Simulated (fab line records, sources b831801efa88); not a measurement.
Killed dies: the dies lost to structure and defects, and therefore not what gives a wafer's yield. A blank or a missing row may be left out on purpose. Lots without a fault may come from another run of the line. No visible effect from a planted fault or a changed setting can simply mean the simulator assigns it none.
Problem report in the 8D (eight disciplines) form, filled by code	flow gf180mcu	the parts of the form that need people (team, actions taken, sign-off) are left out

## 1. WHAT WENT WRONG
Mean of time to endpoint s at GF_V1_CMP_04: 106 s across 4 wafers in 2 lots; on wafers with no fault it is 81 s (standard deviation 4.3). Measured from the usual mean, that is +5.7 standard deviations.
The step: polishes SiO2.
Earliest sighting: wafer L732.1 on cmp-01 at day 23 04:19. The record has a number at this step for 18 wafers belonging to 6 lots. Rule for "out", or "out of limits": more than 4 standard deviations from the usual mean. The other wafers with a number count as sound.

## 2. WHAT THIS IS AND IS NOT
question	is	is not
which readings at this step	time to endpoint s	motor current A, retaining ring pressure frac, slurry filter dp kPa
which lots	L732, L733	L722, L723, L731, L739
which wafers of those lots	L732.1, L732.6, L733.1, L733.6	L732.3, L733.2
read on which tools	cmp-01	cmp-02
when	from day 23 04:19	up to then (10 sound wafers); but 4 sound wafers of L733, L739 came after

## 3. THE SUSPECTS, EACH WITH WHAT RULES IT OUT
Counting: a tool at a process step up to the reading stays a suspect if it ran every lot that is out. Sound lots after the first of them don't rule it out here, since some wafers of a struck lot are sound.
- plasma asher-03 at GF_M1_STRIP_17 (strips in O2/N2): kept. It ran every lot that is out, first L732 (day 23 03:30).
- cmp-01 at GF_V1_CMP_04 (polishes SiO2): kept. It processed each lot that is out (first: L732, day 23 04:19); up to then, its last sound lot is L722 (day 19 09:45). On those wafers its own readings are out: time to endpoint s.
After counting, plasma asher-03 at GF_M1_STRIP_17 and cmp-01 at GF_V1_CMP_04 remain.

## 4. THE CAUSE (what the simulator had put in)
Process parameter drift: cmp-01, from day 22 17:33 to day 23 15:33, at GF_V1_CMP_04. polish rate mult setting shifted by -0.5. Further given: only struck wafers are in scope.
This tool is one of the 2 suspects left after counting.

## 5. THE CHAIN OF EFFECTS, in route order
Rows list readings where the struck wafers' mean (over those with a number) sits beyond 3 standard deviations from the usual. Only readings whose record carries a usual standard deviation are examined. hours: median over the lots of the time between each lot's start at the first step of this table that gives one and its start at this step. sigmas: the change, counted in usual standard deviations.
hours	step	reading	usual	on struck wafers	change	sigmas
0	GF_V1_CMP_04	time to endpoint s	81 s	106	+24	+5.7
-	GF_V1_ETCH_17	oes product au	0.856 a.u.	0.911	+0.055	+12
Here are the process steps it includes:
- GF_V1_CMP_04: polishes SiO2.
- GF_V1_ETCH_17: etches SiO2 in C4F8/O2/Ar, stops on TiN, target depth 630 nm.
Later steps that measure or inspect, where all struck wafers having a row at the step show a number for every such reading and not one has moved that far: GF_V1_BOW_MEAS_05, GF_V1_CD_MEAS_14, GF_V1_OVL_MEAS_15, GF_V1_RS_MEAS_24, GF_V1_THK_MEAS_25.

## 6. HOW IT WOULD HAVE BEEN CAUGHT EARLIER
In this record the first reading out of limits was taken at day 23 04:19, 11 hours after the fault began at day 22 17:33.
